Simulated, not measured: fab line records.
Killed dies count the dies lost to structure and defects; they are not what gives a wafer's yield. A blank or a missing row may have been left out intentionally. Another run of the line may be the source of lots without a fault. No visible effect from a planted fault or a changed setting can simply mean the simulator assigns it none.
One fault seen from 2 desks    flow sfq line    each desk has only its own numbers; what lay behind them comes last

## DESK OF THE TOOL OWNER: pvd sputter-05
The tool's own readings at SFQ_TRILAYER_L0_DEP_SPUTTER_003 (material MoNx KI, target thk 40 nm, time 100 s): means of the sampled wafers that have a number, for each lot that ran on this tool. A lot is out of limits, marked OUT, if its mean lies more than 4 standard deviations from the usual mean; the brackets give that distance.
Columns: A = throttle valve pct at SFQ_TRILAYER_L0_DEP_SPUTTER_003, usual 30.6 %
lot   first seen here  A
L842  day 2 03:29      30.0
L849  day 3 14:29      31.0
L850  day 3 19:32      30.9
L852  day 4 05:29      30.3
This desk found nothing out of limits on any of the 4 lots.

## AT THE METROLOGY DESK
What the gauges read for every lot (on any tool): the sampled wafers with a number, averaged. A lot is out of limits, marked OUT, if its mean lies more than 4 standard deviations from the usual mean; the brackets give that distance.
Columns: A = INCOMING_BOW at SFQ_INCOMING_BOW_MEAS_900, usual -1 um; B = L0_MONX_KI_RS at SFQ_L0_RS_MEAS_901, usual 43.3 ohm/sq; C = L0_MONX_KI_THK at SFQ_L0_THK_MEAS_902, usual 40.3 nm; D = L0V_OVL at SFQ_L0V_OVL_MEAS_903, usual 1 nm; E = M0_NB_RS at SFQ_M0_RS_MEAS_904, usual 0.892 ohm/sq; F = M8_BOW at SFQ_M8_BOW_MEAS_951, usual 8 um
lot   first seen here  A   B                C                D   E      F
L840  day 1 15:01      -4  43.3             40.2             1   0.891  -3
L842  day 2 01:01      -1  43.3             40.3             -3  0.897  6
L849  day 3 12:04      -6  47.6 (+10) OUT   37.0 (-6.8) OUT  2   0.887  7
L850  day 3 17:05      -1  50.1 (+17) OUT   34.6 (-12) OUT   -8  0.899  14
L852  day 4 03:04      -1  47.2 (+9.6) OUT  37.6 (-5.7) OUT  5   0.888  0
L856  day 4 23:01      -2  43.2             40.5             2   0.899  2
L860  day 5 19:00      0   44.0             39.5             10  0.888  11
This desk reports L849, L850, L852 out of limits; the earliest was L849 at day 3 14:37 (L0_MONX_KI_RS at SFQ_L0_RS_MEAS_901). In limits: L840, L842, L856, L860.

## PUT TOGETHER
The metrology desk could have raised an alarm at day 3 14:37, on L849, L850, L852.
Nothing out of limits was seen by the tool owner's desk.
Tool owner's desk: L849, L850, L852 on record, inside its limits.
Every lot named ran SFQ_TRILAYER_L0_DEP_SPUTTER_003 on pvd sputter-05.

## WHAT THE SIMULATOR PUT IN
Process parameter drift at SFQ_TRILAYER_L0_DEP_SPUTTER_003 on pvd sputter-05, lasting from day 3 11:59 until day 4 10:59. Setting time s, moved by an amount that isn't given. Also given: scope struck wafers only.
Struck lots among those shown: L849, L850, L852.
Per desk, hours elapsed from the start of the fault to the first reading out of limits: for the metrology desk, 3.
